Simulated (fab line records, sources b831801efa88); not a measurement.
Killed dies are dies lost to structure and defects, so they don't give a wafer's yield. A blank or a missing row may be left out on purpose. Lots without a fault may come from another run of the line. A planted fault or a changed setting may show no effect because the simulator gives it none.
Chamber matching | flow sky130 | SKY_CAPM_CVD_00 on pecvd-02: 3 sister chambers
The step deposits SiO2, target thk 15.5 nm. 27 wafers are shown with their chamber, then 12 later ones without.

WAFERS WITH THEIR CHAMBER
wafer  | chamber | heater_power_w (W)
L076.1 | 2       | 698
L076.4 | 2       | 727
L076.5 | 0       | 646
L078.2 | 1       | 723
L078.4 | 1       | 744
L078.5 | 0       | 664
L081.3 | 0       | 673
L081.4 | 1       | 701
L081.5 | 0       | 655
L083.1 | 0       | 665
L083.4 | 2       | 675
L083.5 | 0       | 649
L086.2 | 1       | 731
L086.4 | 0       | 666
L086.5 | 2       | 733
L088.2 | 0       | 641
L088.3 | 2       | 649
L088.6 | 1       | 706
L090.1 | 0       | 675
L090.2 | 1       | 650
L090.6 | 2       | 672
L091.1 | 1       | 713
L091.2 | 0       | 655
L091.5 | 1       | 722
L092.1 | 0       | 677
L092.4 | 2       | 681
L092.6 | 0       | 647

SIGNATURES (means of the wafers above)
reading        | chamber 0 | chamber 1 | chamber 2 | scatter within a chamber
heater_power_w | 659.42    | 711.25    | 690.71    | 23.1
Rule: a wafer's distance from a chamber is the root of the sum, over the readings, of the square of ((its reading less the chamber's mean) divided by the reading's scatter). The wafer belongs to the nearest chamber; if the next one is less than 2 further off, it can't be placed. The scatter: the root of (the sum of the squares of (reading less its chamber's mean) over the shown wafers, divided by (wafers less chambers)).

WAFERS WITHOUT THEIR CHAMBER
wafer  | heater_power_w (W)
L093.1 | 717
L093.3 | 596
L093.6 | 608
L095.4 | 662
L095.5 | 738
L095.6 | 624
L096.3 | 611
L096.4 | 742
L096.6 | 603
L097.2 | 641
L097.3 | 652
L097.5 | 637

WHICH CHAMBER EACH WENT THROUGH
wafer  | from the rows above     | in truth
L093.1 | can't be placed: 1 or 2 | 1
L093.3 | can't be placed: 0 or 2 | 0
L093.6 | can't be placed: 0 or 2 | 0
L095.4 | can't be placed: 0 or 2 | 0
L095.5 | can't be placed: 1 or 2 | 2
L095.6 | can't be placed: 0 or 2 | 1
L096.3 | can't be placed: 0 or 2 | 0
L096.4 | can't be placed: 1 or 2 | 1
L096.6 | can't be placed: 0 or 2 | 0
L097.2 | can't be placed: 0 or 2 | 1
L097.3 | can't be placed: 0 or 2 | 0
L097.5 | can't be placed: 0 or 2 | 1
Placed correctly: 0 of 12. Can't be placed from these rows: 12 (the true chamber is among the candidates in 9). Placed wrongly: 0.
